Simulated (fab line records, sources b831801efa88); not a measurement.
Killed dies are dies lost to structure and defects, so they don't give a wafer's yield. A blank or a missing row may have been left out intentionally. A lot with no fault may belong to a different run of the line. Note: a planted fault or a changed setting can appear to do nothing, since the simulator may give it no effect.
fab line records -- flow sfqLine
[record] lots = 15, wafers = 44, lastDay = 77
route steps=325 shown I0@43
lots untouched by any fault: they come from a run of this same line in which no faults occurred
startH: start of the lot's first displayed wafer, in hours after the record's first day -- waitH: time in hours since the lot's previous step -- " as in the row above -- L1.1+2: one row covering several wafers at once -- - either no value or no given start -- * or withheld: withheld -- < > ~ a bound
route shown NAME@n: NAME is a module with steps in the file, n the number in the route of the first one -- usual: mean/standard deviation of fault-free wafers -- same: alike in all rows -- chamber/n: place in a boat -- sites: per-site readings -- _std_site: how widely they spread, as a standard deviation -- _edge_site: the outer-site mean with the inner-site mean subtracted -- radiusMm: for every site, how far away it sits from the centre of the wafer -- mask NAME#n: copy n -- behind: the last tool/chamber to shape the wafer -- hold: what put the lot on hold/how long, in hours/how the hold closed -- device: names the non-switching transistor (n, p or np) -- end of line: the tests these same wafers got at the end of their route -- step lacking rows: just its recipe -- killed: at the first sort, the dies lost to defects and structure; wafer yield is something else -- map: shows each die of a wafer: x if killed, . if not, _ if none is there
set.NAME: the run value of the setting; set.NAME@STEP: its run value at that earlier step -- model.NAME: the simulator's own value behind a step, which no gauge read
route steps across a sampled set of lots; one table per step, one row per wafer
services: a tool's chamber out of use, with start hour (startH, from the record's first day; less than 0 if before it), hours out, and reason
[[steps]]
[step SFQ_TRILAYER_I0_DEP_PECVD_027]
[recipe] material = SiO2, tempC = 150, timeS = 111.11, pressureTorr = 2.4, rfW = 183.3, precursor = SiH4/N2O, targetThkNm = 500
[usual] chamberPressureTorr = 2.400/0.0053, heaterPowerW = 83/9.1, runLengthS = 139.2/0.65, throttleValvePct = 24.2/0.97
lot.wafer,tool,chamber,startH,waitH,chamberPressureTorr,heaterPowerW,runLengthS,sinceWetCleanH,throttleValvePct
L618.2,pecvd-01,1,157.60,0.0,2.403,91,139.9,319,24.9
L618.3,pecvd-01,0,157.60,0.0,2.399,76,139.3,319,24.5
L618.5,pecvd-01,1,157.60,0.0,2.400,94,139.5,-,24.9
L619.2,pecvd-01,0,167.20,0.0,2.396,77,138.3,328,24.4
L619.4,pecvd-01,2,167.20,0.0,2.406,92,138.8,-,23.2
L619.6,pecvd-01,1,167.20,0.0,2.400,93,140.6,-,25.1
L620.1,pecvd-04,0,173.20,0.0,2.401,72,138.8,1457,24.0
L620.3,pecvd-04,2,173.20,0.0,2.407,81,139.9,1457,25.4
L620.6,pecvd-04,1,173.20,0.0,2.402,63,139.2,-,25.4
L621.1,pecvd-01,0,178.78,0.0,2.409,79,139.1,340,24.9
L621.2,pecvd-01,2,178.78,0.0,2.408,85,138.4,340,23.2
L621.6,pecvd-01,2,178.78,0.0,2.406,87,138.7,-,23.4
L622.1,pecvd-04,2,179.64,0.0,2.394,76,139.6,1463,25.4
L622.3,pecvd-04,0,179.64,0.0,2.410,61,139.0,1463,24.3
L622.5,pecvd-04,1,179.64,0.0,2.410,77,139.6,-,25.0
L623.1,pecvd-03,2,184.00,0.0,2.393,87,138.7,729,24.0
L623.2,pecvd-03,0,184.00,0.0,2.404,92,139.8,729,24.4
L623.3,pecvd-03,1,184.00,0.0,2.391,79,139.1,729,23.5
L624.2,pecvd-03,0,193.18,0.0,2.396,90,140.0,738,24.6
L624.3,pecvd-03,1,193.18,0.0,2.399,89,139.9,738,23.6
L624.5,pecvd-03,1,193.18,0.0,2.399,88,139.1,-,23.8
L625.1,pecvd-03,2,204.00,0.0,2.397,80,139.0,749,24.0
L625.2,pecvd-03,0,204.00,0.0,2.401,99,139.6,749,24.7
L625.6,pecvd-03,1,204.00,0.0,2.392,82,139.5,-,23.7
L626.3,pecvd-01,0,216.43,0.0,2.400,71,138.7,378,25.0
L626.4,pecvd-01,2,216.43,0.0,2.407,92,138.1,-,23.2
L626.5,pecvd-01,0,216.43,0.0,2.397,73,138.3,-,25.0
L627.1,pecvd-04,0,221.23,0.0,2.394,71,139.1,13,22.7
L627.3,pecvd-04,1,221.23,0.0,2.395,71,139.3,13,23.9
L627.6,pecvd-04,1,221.23,0.0,2.395,72,139.7,-,24.1
L628.3,pecvd-01,0,229.18,0.0,2.398,81,138.9,390,24.7
L628.5,pecvd-01,1,229.18,0.0,2.395,94,140.0,-,25.1
L628.6,pecvd-01,2,229.18,0.0,2.402,86,138.5,-,23.5
L637.1,pecvd-01,1,284.20,0.0,2.408,91,156.4,445,25.6
L637.2,pecvd-01,2,284.20,0.0,2.406,88,155.6,445,23.7
L638.2,pecvd-01,1,293.80,0.0,2.396,92,156.9,455,25.3
L638.3,pecvd-01,2,293.80,0.0,2.398,91,138.5,455,23.7
L638.5,pecvd-01,2,293.80,0.0,2.396,93,138.2,-,23.5
L639.1,pecvd-01,0,297.40,0.0,2.401,79,155.3,459,25.0
L639.4,pecvd-01,2,297.40,0.0,2.399,91,138.8,-,23.5
L639.5,pecvd-01,1,297.40,0.0,2.403,85,140.1,-,25.9
L641.2,pecvd-03,2,313.02,0.0,2.395,83,138.9,858,24.1
L641.5,pecvd-03,2,313.02,0.0,2.397,85,139.2,-,24.2
L641.6,pecvd-03,0,313.02,0.0,2.395,98,140.2,-,25.0
[step SFQ_TRILAYER_I0_CMP_CMP_028]
[recipe] material = SiO2, downForcePsi = 3, platenRpm = 60, padVelocityMS = 0.94248
[usual] motorCurrentA = 9.8/0.74, retainingRingPressureFrac = 1.000/0.0057, timeToEndpointS = 216/8.2
lot.wafer,tool,chamber,startH,waitH,motorCurrentA,retainingRingPressureFrac,timeToEndpointS
L618.3,cmp-02,0,162.89,5.3,10.0,1.005,220
L618.2,cmp-02,2,163.89,6.3,10.1,1.006,225
L618.5,cmp-02,0,164.89,7.2,10.0,1.000,232
L619.4,cmp-02,3,171.39,4.1,11.1,1.000,222
L619.2,cmp-02,2,172.89,5.7,9.9,0.990,218
L619.6,cmp-02,3,172.89,5.7,10.9,0.994,220
L620.3,cmp-01,0,173.27,0.0,9.4,1.000,215
L620.1,cmp-01,1,173.27,0.0,9.6,0.994,212
L620.6,cmp-01,1,175.77,2.5,9.2,0.995,209
L621.2,cmp-01,3,179.77,1.0,9.0,0.995,208
L621.1,cmp-01,0,179.77,1.0,9.3,1.007,204
L621.6,cmp-01,3,181.77,2.9,9.0,0.996,223
L622.3,cmp-02,0,180.49,0.8,9.8,0.997,216
L622.1,cmp-02,2,181.49,1.8,10.2,0.998,224
L622.5,cmp-02,0,182.49,2.8,9.4,1.004,225
L623.1,cmp-02,1,184.07,0.0,8.7,0.999,208
L623.2,cmp-02,2,184.07,0.0,10.0,0.996,216
L623.3,cmp-02,0,185.57,1.5,9.4,0.997,222
L624.3,cmp-02,2,194.74,1.5,10.5,1.010,220
L624.2,cmp-02,3,194.74,1.5,11.4,1.003,204
L624.5,cmp-02,2,196.74,3.5,10.2,1.016,229
L625.2,cmp-02,0,204.57,0.5,10.1,1.001,223
L625.1,cmp-02,1,204.57,0.5,8.9,1.003,208
L625.6,cmp-02,0,206.57,2.5,9.7,0.995,231
L626.3,cmp-02,0,217.01,0.5,9.5,0.990,217
L626.4,cmp-02,2,218.01,1.5,10.4,0.991,232
L626.5,cmp-02,3,218.01,1.5,11.4,1.000,223
L627.3,cmp-01,3,221.81,0.5,9.5,1.008,205
L627.1,cmp-01,0,221.81,0.5,9.6,0.996,211
L627.6,cmp-01,3,223.81,2.5,9.2,1.005,215
L628.3,cmp-01,3,233.63,4.4,9.3,1.004,207
L628.5,cmp-01,3,235.63,6.4,9.6,1.002,225
L628.6,cmp-01,0,235.63,6.4,9.4,0.985,216
L637.1,cmp-02,0,291.82,7.6,9.1,1.000,278
L637.2,cmp-02,1,291.82,7.6,9.1,0.999,262
L638.3,cmp-02,1,301.56,7.7,8.5,0.994,206
L638.2,cmp-02,3,302.56,8.7,11.6,1.009,276
L638.5,cmp-02,1,303.56,9.7,9.3,0.992,207
L639.1,cmp-01,3,303.13,5.7,9.3,0.994,260
L639.4,cmp-01,0,303.13,5.7,9.4,1.002,224
L639.5,cmp-01,3,305.13,7.7,9.7,0.994,216
L641.2,cmp-01,3,318.13,5.1,9.5,0.997,202
L641.5,cmp-01,2,319.63,6.5,10.1,1.004,220
L641.6,cmp-01,3,319.63,6.5,9.7,1.010,212
[[services]]
tool,chamber,startH,hours,kind
pecvd-01,2,140.81,5.3,repair
pecvd-03,2,151.21,5.5,repair
cmp-01,-,158.91,4.6,pm
pecvd-01,-,162.98,0.9,repair
pecvd-01,-,173.21,5.5,pm
pecvd-04,-,194.25,14.0,pm
pecvd-04,0,194.25,14.0,ventCycle
pecvd-04,1,194.25,14.0,ventCycle
pecvd-04,2,194.25,14.0,ventCycle
pecvd-04,0,208.25,-,clean
pecvd-04,1,208.25,-,clean
pecvd-04,2,208.25,-,clean
cmp-01,-,210.11,1.1,repair
cmp-01,-,227.31,6.3,pm
cmp-02,-,232.65,4.0,pm
cmp-02,-,236.65,-,consumableReplace:conditioner
cmp-02,-,236.65,-,consumableReplace:pad
cmp-02,-,278.34,10.5,pm
pecvd-04,-,293.66,14.6,pm
[[key]]
[firstSign] step = SFQ_TRILAYER_I0_DEP_PECVD_027, reading = runLengthS, direction = up, sigmas = 26, usual = *, struck = *
[effect] step = SFQ_TRILAYER_I0_CMP_CMP_028, reading = timeToEndpointS, direction = up, sigmas = 6.4, usual = *, struck = *
metAt SFQ_TRILAYER_I0_DEP_PECVD_027
struckLots L637,L638,L639
struckWafers L637.1,L637.2,L638.2,L639.1
onsetBetween 229.18 284.20
[fault] kind = processParameterDrift, tool = pecvd-01, chamber = -, onsetH = 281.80, steps = SFQ_TRILAYER_I0_DEP_PECVD_027, channel = timeS, offset = *, shape = step, endH = 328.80, scope = struckWafersOnly, actsIn = *, stated = *
